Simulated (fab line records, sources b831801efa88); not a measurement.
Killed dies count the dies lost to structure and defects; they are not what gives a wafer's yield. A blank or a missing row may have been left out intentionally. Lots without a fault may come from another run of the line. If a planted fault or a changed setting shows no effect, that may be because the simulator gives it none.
fab line records	flow sky130
[record] lots = 24	wafers = 72	last-day = 50
route steps=708 shown VT_ADJUST_LVTN@106 LI_CONTACT@365 LOCAL_INTERCONNECT@399 METAL1@450
lots that met no fault: from a run of the same line without faults
start-h: hours from the record's opening day to when the first of the lot's shown wafers began	wait-h: time in hours since the lot's previous step	" same as the row above	L1.1+2: a single row standing in for several wafers	- no value, or no start given	* or withheld: withheld	< > ~ a bound
route shown NAME@n: a module of which the file shows steps, and the number in the route of the first	usual: mean and standard deviation over wafers with no fault	same: alike in all rows	chamber/n: place in a boat	sites: per-site readings	_std_site: standard deviation of those values	_edge_site: the outer-site mean with the inner-site mean subtracted	radius-mm: for every site, how far away it sits from the centre of the wafer	mask NAME#n: copy n	behind: tool/chamber where the wafer was last shaped	hold: reason for holding the lot/hours on hold/outcome of the hold	device: which transistor (n, p or np) failed to switch	end of line: tests run on the same wafers once the route is complete	a step without rows: its recipe alone	killed: dies that structure and defects cost at the first sort, which is not the same as the wafer's yield	map: a wafer's dies, x killed, . not, _ none there
set.NAME: the setting that was run; set.NAME@STEP: the one run at that earlier step	model.NAME: the simulator's own value behind a step, which no gauge read
a sample of lots followed through the steps of the route, with each step as a table and each wafer as a row
services: from which hour (start-h, from the record's first day; less than 0 if before it) a tool's chamber was out of use, for how many hours, and why
[[steps]]
[step SKY_VT_ADJUST_LVTN_STRIP_09]
[recipe] chemistry = O2/N2	power-w = 1400	pressure-mtorr = 1500	platen-temp-c = withheld	o2-flow-sccm = 3000	n2-flow-sccm = 300	overash-fraction = 0.5
[usual] drypump-motor-current-A = 5.6/0.51	n2-flow-sccm = 299.9/0.9	oes-product-au = 0.722/0.0044	strip-time-to-endpoint-s = 36.91/0.11
lot.wafer	tool	chamber	start-h	wait-h	drypump-motor-current-A	n2-flow-sccm	oes-product-au	rf-hours-counter-h	strip-time-to-endpoint-s
L074.2	plasma-asher-04	0	154.96	0.1	6.2	300.1	0.723	49	36.82
L074.3	"	0	"	"	6.2	299.5	0.717	-	36.89
L074.6	"	1	"	"	4.8	300.9	0.720	-	36.88
L075.1	plasma-asher-03	1	165.61	0.1	5.4	301.4	0.725	5	36.75
L075.2	"	0	"	"	5.3	300.0	0.718	5	36.94
L075.4	"	1	"	"	5.4	300.1	0.726	-	36.88
L076.1	plasma-asher-04	0	165.79	0.1	6.2	300.6	0.725	50	37.01
L076.2	"	1	"	"	4.8	299.7	0.728	50	37.01
L076.5	"	0	"	"	6.2	301.3	0.727	-	37.10
L077.2	plasma-asher-03	0	170.89	0.1	5.3	297.4	0.719	5	37.08
L077.4	"	1	"	"	5.4	300.8	0.723	-	37.02
L077.5	"	0	"	"	5.3	299.6	0.718	-	37.11
L078.1	plasma-asher-01	1	172.91	0.1	5.6	300.7	0.728	38	37.02
L078.2	"	0	"	"	6.1	299.6	0.723	38	37.11
L078.5	"	1	"	"	5.6	300.4	0.727	-	36.93
L079.2	plasma-asher-03	0	180.44	0.1	5.3	300.9	0.728	6	36.85
L079.5	"	1	"	"	5.4	299.2	0.724	-	36.84
L079.6	"	0	"	"	5.3	302.0	0.723	-	36.85
L080.1	plasma-asher-03	1	185.34	0.1	5.4	300.2	0.719	7	37.08
L080.3	"	0	"	"	5.3	300.3	0.727	-	37.08
L080.4	"	1	"	"	5.4	300.5	0.719	-	37.14
L081.3	plasma-asher-01	1	188.53	0.1	5.7	299.6	0.736	-	36.78
L081.4	"	0	"	"	6.2	299.1	0.721	-	36.81
L081.6	"	0	"	"	6.1	299.6	0.721	-	36.81
L082.1	plasma-asher-03	0	202.36	0.1	5.3	298.9	0.729	8	36.95
L082.2	"	1	"	"	5.4	300.3	0.725	8	36.91
L082.4	"	0	"	"	5.3	298.5	0.729	-	36.90
L083.1	plasma-asher-01	0	202.84	0.1	6.1	299.4	0.717	40	36.99
L083.2	"	1	"	"	5.6	299.6	0.718	40	36.94
L083.6	"	0	"	"	6.1	298.4	0.715	-	36.95
L084.4	plasma-asher-03	0	208.10	0.1	5.3	301.1	0.720	-	36.86
L084.5	"	0	"	"	5.3	300.0	0.724	-	36.88
L084.6	"	1	"	"	5.4	300.4	0.719	-	36.85
L085.3	plasma-asher-04	0	214.08	0.1	6.3	300.0	0.722	-	36.92
L085.4	"	1	"	"	4.8	300.7	0.722	-	36.91
L085.6	"	0	"	"	6.3	299.7	0.725	-	36.91
L086.2	plasma-asher-04	0	219.86	0.1	6.2	299.6	0.726	55	36.76
L086.4	"	1	"	"	4.8	301.3	0.719	-	36.83
L086.6	"	1	"	"	4.8	299.8	0.723	-	36.68
L087.3	plasma-asher-03	1	228.05	0.1	5.4	300.5	0.723	-	36.85
L087.4	"	0	"	"	5.3	300.5	0.725	-	36.74
L087.6	"	0	"	"	5.3	301.6	0.726	-	36.78
L088.2	plasma-asher-04	0	235.44	0.1	6.2	300.3	0.724	56	36.90
L088.5	"	0	"	"	6.2	301.0	0.720	-	37.00
L088.6	"	1	"	"	4.8	298.3	0.722	-	36.93
L089.2	plasma-asher-04	0	241.49	0.1	6.2	300.2	0.722	57	36.85
L089.4	"	0	"	"	6.2	300.2	0.728	-	36.71
L089.5	"	0	"	"	6.2	301.2	0.725	-	36.81
L090.3	plasma-asher-04	0	248.17	0.1	6.2	298.4	0.723	-	36.86
L090.4	"	1	"	"	4.8	300.1	0.725	-	37.05
L090.6	"	0	"	"	6.2	298.6	0.728	-	36.90
L091.1	plasma-asher-01	1	252.09	0.1	5.6	299.9	0.712	45	36.90
L091.2	"	0	"	"	6.1	301.5	0.718	45	36.80
L091.5	"	1	"	"	5.6	299.3	0.730	-	36.84
L092.1	plasma-asher-04	1	257.71	0.1	4.8	299.7	0.722	58	36.90
L092.2	"	0	"	"	6.3	300.7	0.726	58	36.85
L092.5	"	0	"	"	6.2	300.0	0.720	-	36.81
L093.1	plasma-asher-04	1	271.86	0.1	4.8	298.0	0.724	60	36.83
L093.3	"	1	"	"	4.8	298.1	0.716	-	36.81
L093.4	"	0	"	"	6.2	300.5	0.721	-	36.87
L094.1	plasma-asher-03	1	279.96	0.1	5.4	300.4	0.724	16	36.90
L094.5	"	1	"	"	5.4	301.1	0.717	-	36.84
L094.6	"	0	"	"	5.3	300.7	0.720	-	36.89
L095.2	plasma-asher-01	1	285.46	0.1	5.6	299.2	0.721	49	36.96
L095.4	"	1	"	"	5.6	298.8	0.718	-	37.08
L095.6	"	1	"	"	5.6	299.3	0.723	-	36.93
L096.2	plasma-asher-01	1	287.89	0.1	5.6	301.8	0.718	49	36.98
L096.3	"	0	"	"	6.2	300.6	0.719	-	37.04
L096.5	"	1	"	"	5.6	300.2	0.716	-	37.03
L097.1	plasma-asher-04	0	291.76	0.1	6.2	300.5	0.729	62	36.84
L097.3	"	1	"	"	4.8	300.3	0.724	-	36.98
L097.6	"	0	"	"	6.2	300.0	0.727	-	36.93
[step SKY_LI_CONTACT_BOW_MEAS_03]
[recipe] mode = bow
[usual] LI_CONTACT_BOW = 56/7.3
lot.wafer	tool	chamber	start-h	wait-h	LI_CONTACT_BOW[um]
L074.2	film-metro-03	-	666.86	0.2	64
L074.3	"	-	"	"	59
L074.6	"	-	"	"	56
L076.1	film-metro-03	-	680.46	0.1	54
L076.2	"	-	"	"	63
L076.5	"	-	"	"	52
L075.1	film-metro-04	-	682.24	0.1	67
L075.2	"	-	"	"	59
L075.4	"	-	"	"	52
L077.2	film-metro-04	-	690.55	0.3	51
L077.4	"	-	"	"	56
L077.5	"	-	"	"	65
L078.1	film-metro-04	-	692.85	0.1	53
L078.2	"	-	"	"	55
L078.5	"	-	"	"	62
L079.2	film-metro-01	-	703.52	0.2	53
L079.5	"	-	"	"	52
L079.6	"	-	"	"	58
L080.1	film-metro-03	-	705.00	0.2	57
L080.3	"	-	"	"	57
L080.4	"	-	"	"	64
L081.3	film-metro-04	-	712.22	0.1	64
L081.4	"	-	"	"	53
L081.6	"	-	"	"	56
L082.1	film-metro-01	-	726.73	0.2	64
L082.2	"	-	"	"	56
L082.4	"	-	"	"	59
L083.1	film-metro-01	-	727.65	0.2	53
L083.2	"	-	"	"	42
L083.6	"	-	"	"	39
L084.4	film-metro-03	-	732.85	0.2	59
L084.5	"	-	"	"	59
L084.6	"	-	"	"	58
L085.3	film-metro-03	-	737.93	0.3	51
L085.4	"	-	"	"	58
L085.6	"	-	"	"	62
L086.2	film-metro-01	-	754.62	0.3	61
L086.4	"	-	"	"	65
L086.6	"	-	"	"	62
L087.3	film-metro-03	-	759.22	0.2	59
L087.4	"	-	"	"	46
L087.6	"	-	"	"	56
L089.2	film-metro-03	-	767.41	0.2	45
L089.4	"	-	"	"	57
L089.5	"	-	"	"	72
L088.2	film-metro-03	-	768.02	0.2	58
L088.5	"	-	"	"	50
L088.6	"	-	"	"	40
L092.1	film-metro-04	-	793.88	0.2	53
L092.2	"	-	"	"	62
L092.5	"	-	"	"	59
L090.3	film-metro-01	-	796.88	0.3	54
L090.4	"	-	"	"	59
L090.6	"	-	"	"	67
L091.1	film-metro-03	-	798.04	0.2	55
L091.2	"	-	"	"	63
L091.5	"	-	"	"	59
L093.1	film-metro-04	-	801.84	0.2	45
L093.3	"	-	"	"	47
L093.4	"	-	"	"	57
L094.1	film-metro-03	-	809.97	0.2	41
L094.5	"	-	"	"	64
L094.6	"	-	"	"	55
L095.2	film-metro-04	-	811.81	0.2	46
L095.4	"	-	"	"	48
L095.6	"	-	"	"	68
L096.2	film-metro-03	-	817.85	0.2	60
L096.3	"	-	"	"	55
L096.5	"	-	"	"	59
L097.1	film-metro-03	-	819.09	0.2	61
L097.3	"	-	"	"	56
L097.6	"	-	"	"	61
[step SKY_LOCAL_INTERCONNECT_OVL_MEAS_12]
[usual] LOCAL_INTERCONNECT_OVL = 2/5.3
lot.wafer	tool	chamber	start-h	wait-h	LOCAL_INTERCONNECT_OVL[nm]
L074.2	overlay-01	-	724.04	0.1	3
L074.3	"	-	"	"	5
L074.6	"	-	"	"	4
L076.1	overlay-02	-	737.65	0.1	-1
L076.2	"	-	"	"	-3
L076.5	"	-	"	"	4
L075.1	overlay-01	-	739.75	0.1	-11
L075.2	"	-	"	"	13
L075.4	"	-	"	"	3
L077.2	overlay-02	-	747.52	0.1	7
L077.4	"	-	"	"	6
L077.5	"	-	"	"	14
L078.1	overlay-02	-	750.65	0.1	-6
L078.2	"	-	"	"	7
L078.5	"	-	"	"	-2
L079.2	overlay-02	-	758.60	0.1	2
L079.5	"	-	"	"	2
L079.6	"	-	"	"	8
L080.1	overlay-01	-	760.97	0.1	-6
L080.3	"	-	"	"	-3
L080.4	"	-	"	"	1
L081.3	overlay-01	-	767.38	0.1	-6
L081.4	"	-	"	"	1
L081.6	"	-	"	"	-2
L082.1	overlay-01	-	781.24	0.1	5
L082.2	"	-	"	"	9
L082.4	"	-	"	"	4
L083.1	overlay-01	-	782.38	0.1	-1
L083.2	"	-	"	"	9
L083.6	"	-	"	"	0
L084.4	overlay-02	-	786.90	0.1	-1
L084.5	"	-	"	"	8
L084.6	"	-	"	"	-2
L085.3	overlay-01	-	791.29	0.1	4
L085.4	"	-	"	"	-3
L085.6	"	-	"	"	-1
L086.2	overlay-01	-	808.94	0.1	4
L086.4	"	-	"	"	2
L086.6	"	-	"	"	0
L087.3	overlay-02	-	813.53	0.1	3
L087.4	"	-	"	"	-4
L087.6	"	-	"	"	2
L089.2	overlay-01	-	821.92	0.1	-10
L089.4	"	-	"	"	1
L089.5	"	-	"	"	-1
L088.2	overlay-02	-	823.14	0.1	-1
L088.5	"	-	"	"	-5
L088.6	"	-	"	"	-4
L092.1	overlay-02	-	846.47	0.1	2
L092.2	"	-	"	"	0
L092.5	"	-	"	"	5
L090.3	overlay-02	-	850.06	0.1	3
L090.4	"	-	"	"	2
L090.6	"	-	"	"	4
L091.1	overlay-01	-	852.37	0.1	5
L091.2	"	-	"	"	-3
L091.5	"	-	"	"	-5
L093.1	overlay-01	-	854.88	0.1	-1
L093.3	"	-	"	"	2
L093.4	"	-	"	"	10
L094.1	overlay-01	-	862.90	0.1	-2
L094.5	"	-	"	"	5
L094.6	"	-	"	"	5
L095.2	overlay-02	-	865.93	0.1	-4
L095.4	"	-	"	"	-5
L095.6	"	-	"	"	1
L096.2	overlay-02	-	870.74	0.1	4
L096.3	"	-	"	"	3
L096.5	"	-	"	"	2
L097.1	overlay-02	-	872.80	0.1	11
L097.3	"	-	"	"	3
L097.6	"	-	"	"	4
[step SKY_LOCAL_INTERCONNECT_STRIP_15]
[recipe] chemistry = O2/N2	power-w = 1400	pressure-mtorr = 1500	platen-temp-c = withheld	o2-flow-sccm = 3000	n2-flow-sccm = 300	overash-fraction = 0.5
[usual] drypump-motor-current-A = 5.7/0.31	n2-flow-sccm = 300.1/0.79	oes-product-au = 0.428/0.0046	strip-time-to-endpoint-s = 4.733/0.024
lot.wafer	tool	chamber	start-h	wait-h	drypump-motor-current-A	n2-flow-sccm	oes-product-au	rf-hours-counter-h	strip-time-to-endpoint-s
L074.2	plasma-asher-02	0	724.18	0.0	5.7	299.5	0.433	101	4.776
L074.3	"	1	"	"	6.0	299.4	0.423	-	4.702
L074.6	"	0	"	"	5.7	299.7	0.427	-	4.719
L076.1	plasma-asher-03	0	737.80	0.0	5.3	300.3	0.422	58	4.723
L076.2	"	1	"	"	5.4	300.1	0.431	58	4.715
L076.5	"	1	"	"	5.4	298.7	0.427	-	4.722
L075.1	plasma-asher-01	1	739.90	0.0	5.6	299.4	0.417	95	4.741
L075.2	"	0	"	"	6.1	299.6	0.428	95	4.710
L075.4	"	0	"	"	6.1	300.6	0.422	-	4.742
L077.2	plasma-asher-03	0	747.67	0.0	5.3	300.9	0.431	59	4.762
L077.4	"	0	"	"	5.3	300.0	0.432	-	4.740
L077.5	"	1	"	"	5.4	300.3	0.431	-	4.740
L078.1	plasma-asher-02	0	750.80	0.0	5.7	300.3	0.426	1	4.687
L078.2	"	1	"	"	6.1	299.2	0.434	1	4.725
L078.5	"	1	"	"	6.1	298.6	0.427	-	4.707
L079.2	plasma-asher-03	1	758.75	0.0	5.4	299.2	0.425	60	4.688
L079.5	"	0	"	"	5.3	299.6	0.434	-	4.707
L079.6	"	1	"	"	5.4	299.5	0.422	-	4.699
L080.1	plasma-asher-02	1	761.12	0.0	6.1	301.0	0.429	2	4.749
L080.3	"	1	"	"	6.1	300.7	0.426	-	4.708
L080.4	"	0	"	"	5.8	299.5	0.430	-	4.739
L081.3	plasma-asher-03	1	767.55	0.1	5.4	301.9	0.433	-	4.745
L081.4	"	0	"	"	5.3	299.5	0.429	-	4.768
L081.6	"	1	"	"	5.4	300.5	0.429	-	4.723
L082.1	plasma-asher-02	0	781.39	0.0	5.7	301.7	0.423	4	4.706
L082.2	"	1	"	"	6.1	300.0	0.426	4	4.761
L082.4	"	1	"	"	6.1	300.1	0.420	-	4.723
L083.1	plasma-asher-02	1	782.53	0.0	6.1	299.4	0.428	4	4.764
L083.2	"	0	"	"	5.7	300.5	0.422	4	4.725
L083.6	"	0	"	"	5.7	299.5	0.425	-	4.773
L084.4	plasma-asher-01	1	787.18	0.1	5.6	298.8	0.425	-	4.712
L084.5	"	0	"	"	6.2	301.3	0.429	-	4.716
L084.6	"	1	"	"	5.6	299.9	0.426	-	4.716
L085.3	plasma-asher-03	0	791.46	0.1	5.3	301.2	0.435	-	4.746
L085.4	"	1	"	"	5.4	300.9	0.431	-	4.764
L085.6	"	1	"	"	5.4	300.9	0.442	-	4.778
L086.2	plasma-asher-02	1	809.08	0.0	6.1	300.0	0.429	6	4.738
L086.4	"	1	"	"	6.1	299.6	0.432	-	4.688
L086.6	"	1	"	"	6.1	300.1	0.433	-	4.760
L087.3	plasma-asher-02	0	813.70	0.1	5.7	300.0	0.432	-	4.725
L087.4	"	1	"	"	6.1	300.8	0.437	-	4.706
L087.6	"	0	"	"	5.8	299.2	0.428	-	4.718
L089.2	plasma-asher-01	1	822.07	0.0	5.7	299.4	0.433	104	4.726
L089.4	"	0	"	"	6.2	300.6	0.429	-	4.722
L089.5	"	0	"	"	6.2	300.7	0.427	-	4.713
L088.2	plasma-asher-03	0	823.28	0.0	5.3	299.8	0.435	67	4.742
L088.5	"	1	"	"	5.4	300.9	0.424	-	4.766
L088.6	"	0	"	"	5.3	300.8	0.424	-	4.742
L092.1	plasma-asher-02	0	846.62	0.0	5.7	301.0	0.430	11	4.749
L092.2	"	1	"	"	6.1	301.2	0.431	11	4.752
L092.5	"	1	"	"	6.1	301.5	0.430	-	4.739
L090.3	plasma-asher-02	0	850.23	0.1	5.7	300.5	0.426	-	4.748
L090.4	"	1	"	"	6.0	299.2	0.430	-	4.696
L090.6	"	0	"	"	5.7	299.6	0.434	-	4.759
L091.1	plasma-asher-01	1	852.63	0.1	5.6	300.5	0.431	107	4.725
L091.2	"	0	"	"	6.2	300.7	0.427	107	4.718
L091.5	"	0	"	"	6.2	299.0	0.426	-	4.730
L093.1	plasma-asher-02	1	855.15	0.1	6.1	298.4	0.430	11	4.717
L093.3	"	0	"	"	5.7	299.0	0.427	-	4.724
L093.4	"	1	"	"	6.0	301.2	0.429	-	4.727
L094.1	plasma-asher-01	0	863.05	0.0	6.1	299.3	0.428	108	4.700
L094.5	"	0	"	"	6.2	299.4	0.428	-	4.712
L094.6	"	1	"	"	5.6	300.4	0.433	-	4.778
L095.2	plasma-asher-01	1	866.18	0.1	5.6	299.7	0.426	108	4.768
L095.4	"	0	"	"	6.1	300.4	0.424	-	4.735
L095.6	"	1	"	"	5.6	301.0	0.436	-	4.756
L096.2	plasma-asher-01	1	870.88	0.0	5.6	300.8	0.432	109	4.760
L096.3	"	1	"	"	5.6	300.3	0.431	-	4.758
L096.5	"	0	"	"	6.2	299.0	0.431	-	4.732
L097.1	plasma-asher-03	0	872.95	0.0	5.3	298.7	0.423	72	4.730
L097.3	"	0	"	"	5.2	300.5	0.431	-	4.716
L097.6	"	0	"	"	5.3	300.6	0.425	-	4.736
[step SKY_METAL1_OVL_MEAS_16]
[usual] METAL1_OVL = 7/4.6
lot.wafer	tool	chamber	start-h	wait-h	METAL1_OVL[nm]
L074.2	overlay-02	-	780.89	0.1	-3
L074.3	"	-	"	"	5
L074.6	"	-	"	"	6
L076.1	overlay-02	-	794.17	0.1	11
L076.2	"	-	"	"	0
L076.5	"	-	"	"	1
L075.1	overlay-02	-	797.63	0.1	7
L075.2	"	-	"	"	5
L075.4	"	-	"	"	4
L077.2	overlay-01	-	803.57	0.1	10
L077.4	"	-	"	"	11
L077.5	"	-	"	"	5
L078.1	overlay-02	-	805.93	0.1	2
L078.2	"	-	"	"	-1
L078.5	"	-	"	"	12
L079.2	overlay-02	-	814.47	0.1	7
L079.5	"	-	"	"	3
L079.6	"	-	"	"	-1
L080.1	overlay-01	-	817.52	0.1	13
L080.3	"	-	"	"	11
L080.4	"	-	"	"	10
L081.3	overlay-01	-	822.79	0.1	12
L081.4	"	-	"	"	12
L081.6	"	-	"	"	7
L082.1	overlay-01	-	835.47	0.1	7
L082.2	"	-	"	"	10
L082.4	"	-	"	"	8
L083.1	overlay-01	-	838.23	0.1	3
L083.2	"	-	"	"	7
L083.6	"	-	"	"	2
L084.4	overlay-02	-	842.24	0.1	7
L084.5	"	-	"	"	8
L084.6	"	-	"	"	1
L085.3	overlay-01	-	846.34	0.1	3
L085.4	"	-	"	"	3
L085.6	"	-	"	"	9
L086.2	overlay-02	-	863.07	0.1	-2
L086.4	"	-	"	"	3
L086.6	"	-	"	"	2
L087.3	overlay-02	-	869.09	0.1	3
L087.4	"	-	"	"	9
L087.6	"	-	"	"	5
L089.2	overlay-01	-	875.09	0.1	3
L089.4	"	-	"	"	0
L089.5	"	-	"	"	6
L088.2	overlay-01	-	878.30	0.1	9
L088.5	"	-	"	"	5
L088.6	"	-	"	"	3
L092.1	overlay-01	-	901.52	0.1	14
L092.2	"	-	"	"	11
L092.5	"	-	"	"	9
L090.3	overlay-01	-	904.73	0.1	9
L090.4	"	-	"	"	13
L090.6	"	-	"	"	7
L091.1	overlay-01	-	905.97	0.1	7
L091.2	"	-	"	"	4
L091.5	"	-	"	"	9
L093.1	overlay-01	-	908.27	0.1	8
L093.3	"	-	"	"	18
L093.4	"	-	"	"	11
L094.1	overlay-02	-	916.17	0.1	4
L094.5	"	-	"	"	7
L094.6	"	-	"	"	5
L095.2	overlay-02	-	919.13	0.1	6
L095.4	"	-	"	"	2
L095.6	"	-	"	"	8
L096.2	overlay-01	-	922.93	0.1	10
L096.3	"	-	"	"	7
L096.5	"	-	"	"	12
L097.1	overlay-02	-	924.73	0.1	11
L097.3	"	-	"	"	14
L097.6	"	-	"	"	9
[step SKY_METAL1_STRIP_20]
[recipe] chemistry = O2/N2	power-w = 1400	pressure-mtorr = 1500	platen-temp-c = withheld	o2-flow-sccm = 3000	n2-flow-sccm = 300	overash-fraction = 0.5
[usual] drypump-motor-current-A = 5.6/0.43	n2-flow-sccm = 300.3/0.81	oes-product-au = 0.343/0.0051	strip-time-to-endpoint-s = 2.71/0.066
lot.wafer	tool	chamber	start-h	wait-h	drypump-motor-current-A	n2-flow-sccm	oes-product-au	rf-hours-counter-h	strip-time-to-endpoint-s
L074.2	plasma-asher-01	0	781.10	0.1	6.2	300.3	0.344	99	2.71
L074.3	"	1	"	"	5.6	300.7	0.332	-	2.61
L074.6	"	0	"	"	6.1	300.8	0.346	-	2.71
L076.1	plasma-asher-01	0	794.39	0.1	6.2	301.3	0.340	100	2.74
L076.2	"	1	"	"	5.6	299.7	0.338	100	2.62
L076.5	"	0	"	"	6.2	300.8	0.342	-	2.65
L075.1	plasma-asher-03	0	797.85	0.1	5.3	300.7	0.343	64	2.64
L075.2	"	1	"	"	5.4	299.9	0.353	64	2.83
L075.4	"	0	"	"	5.3	300.4	0.354	-	2.79
L077.2	plasma-asher-03	0	803.79	0.1	5.3	299.3	0.336	64	2.65
L077.4	"	1	"	"	5.4	300.2	0.351	-	2.83
L077.5	"	0	"	"	5.3	299.8	0.351	-	2.81
L078.1	plasma-asher-01	0	806.15	0.1	6.1	300.0	0.342	102	2.65
L078.2	"	1	"	"	5.6	299.7	0.347	102	2.82
L078.5	"	0	"	"	6.1	300.8	0.342	-	2.84
L079.2	plasma-asher-01	0	814.69	0.1	6.2	300.7	0.344	103	2.69
L079.5	"	1	"	"	5.7	298.5	0.345	-	2.67
L079.6	"	0	"	"	6.2	300.9	0.344	-	2.71
L080.1	plasma-asher-03	0	817.74	0.1	5.3	300.6	0.338	66	2.65
L080.3	"	0	"	"	5.3	300.4	0.343	-	2.66
L080.4	"	1	"	"	5.4	300.2	0.339	-	2.71
L081.3	plasma-asher-01	0	823.03	0.1	6.2	300.0	0.343	-	2.65
L081.4	"	1	"	"	5.6	301.3	0.358	-	2.82
L081.6	"	1	"	"	5.6	300.4	0.339	-	2.62
L082.1	plasma-asher-03	0	835.69	0.1	5.3	300.2	0.343	68	2.65
L082.2	"	1	"	"	5.4	298.5	0.350	68	2.84
L082.4	"	0	"	"	5.3	300.1	0.343	-	2.67
L083.1	plasma-asher-03	1	838.63	0.1	5.4	299.4	0.344	68	2.69
L083.2	"	0	"	"	5.3	299.5	0.343	68	2.73
L083.6	"	1	"	"	5.4	301.6	0.353	-	2.68
L084.4	plasma-asher-01	1	842.67	0.1	5.6	299.0	0.342	-	2.70
L084.5	"	0	"	"	6.2	301.0	0.344	-	2.68
L084.6	"	1	"	"	5.6	299.6	0.343	-	2.69
L085.3	plasma-asher-04	1	846.77	0.1	4.8	301.3	0.344	-	2.62
L085.4	"	0	"	"	6.2	299.5	0.341	-	2.60
L085.6	"	1	"	"	4.8	301.3	0.346	-	2.63
L086.2	plasma-asher-03	1	863.47	0.1	5.4	300.4	0.346	71	2.71
L086.4	"	0	"	"	5.3	300.5	0.339	-	2.70
L086.6	"	1	"	"	5.4	300.4	0.335	-	2.67
L087.3	plasma-asher-04	0	869.33	0.1	6.2	299.6	0.341	-	2.68
L087.4	"	1	"	"	4.8	301.6	0.340	-	2.80
L087.6	"	1	"	"	4.8	301.2	0.340	-	2.65
L089.2	plasma-asher-03	1	875.49	0.1	5.4	299.4	0.335	72	2.71
L089.4	"	0	"	"	5.3	300.3	0.346	-	2.68
L089.5	"	1	"	"	5.4	300.3	0.349	-	2.69
L088.2	plasma-asher-04	1	878.52	0.1	4.8	299.7	0.341	43	2.71
L088.5	"	0	"	"	6.2	300.5	0.345	-	2.76
L088.6	"	1	"	"	4.9	300.3	0.343	-	2.68
L092.1	plasma-asher-03	0	901.93	0.1	5.3	300.1	0.342	75	2.78
L092.2	"	1	"	"	5.4	299.3	0.344	75	2.77
L092.5	"	0	"	"	5.3	302.1	0.352	-	2.79
L090.3	plasma-asher-01	1	904.97	0.1	5.6	301.2	0.344	-	2.70
L090.4	"	0	"	"	6.1	301.1	0.340	-	2.73
L090.6	"	0	"	"	6.2	301.1	0.341	-	2.70
L091.1	plasma-asher-04	1	906.19	0.1	4.9	300.1	0.338	46	2.64
L091.2	"	0	"	"	6.2	300.4	0.344	46	2.80
L091.5	"	1	"	"	4.8	300.7	0.343	-	2.80
L093.1	plasma-asher-03	1	908.49	0.1	5.4	300.5	0.340	76	2.68
L093.3	"	0	"	"	5.3	299.1	0.355	-	2.85
L093.4	"	1	"	"	5.4	300.6	0.351	-	2.67
L094.1	plasma-asher-01	1	916.39	0.1	5.7	300.5	0.336	114	2.66
L094.5	"	1	"	"	5.7	301.5	0.350	-	2.79
L094.6	"	0	"	"	6.2	300.5	0.337	-	2.64
L095.2	plasma-asher-01	1	919.34	0.1	5.6	302.4	0.340	114	2.75
L095.4	"	1	"	"	5.6	301.2	0.346	-	2.71
L095.6	"	1	"	"	5.6	301.3	0.341	-	2.72
L096.2	plasma-asher-03	0	923.14	0.1	5.3	301.1	0.341	77	2.78
L096.3	"	1	"	"	5.4	299.0	0.343	-	2.65
L096.5	"	1	"	"	5.5	300.9	0.343	-	2.67
L097.1	plasma-asher-04	1	924.95	0.1	4.8	302.5	0.340	48	2.67
L097.3	"	1	"	"	4.8	301.5	0.338	-	2.67
L097.6	"	1	"	"	4.8	301.1	0.350	-	2.69
[[services]]
tool	chamber	start-h	hours	kind
plasma-asher-02	-	205.82	0.7	repair
plasma-asher-04	-	215.17	0.7	repair
plasma-asher-03	-	217.35	1.6	repair
plasma-asher-02	-	241.94	1.7	repair
plasma-asher-04	-	325.20	2.8	pm
plasma-asher-04	-	336.26	1.9	repair
plasma-asher-04	-	363.80	0.4	repair
plasma-asher-03	-	384.89	34.7	repair
plasma-asher-04	-	421.25	9.0	pm
plasma-asher-04	0	421.25	9.0	vent-cycle
plasma-asher-04	1	421.25	9.0	vent-cycle
plasma-asher-02	-	429.27	1.9	repair
plasma-asher-04	0	430.25	-	clean
plasma-asher-04	1	430.25	-	clean
plasma-asher-03	-	503.19	2.9	repair
plasma-asher-04	-	523.43	1.3	repair
plasma-asher-01	-	581.99	2.8	pm
plasma-asher-02	-	733.75	9.0	pm
plasma-asher-02	0	733.75	9.0	vent-cycle
plasma-asher-04	-	803.11	13.9	repair
plasma-asher-03	-	826.60	3.1	repair
plasma-asher-04	-	835.54	2.6	repair
plasma-asher-02	-	869.41	5.4	repair
plasma-asher-02	-	897.30	5.9	repair
[[key]]
fault none
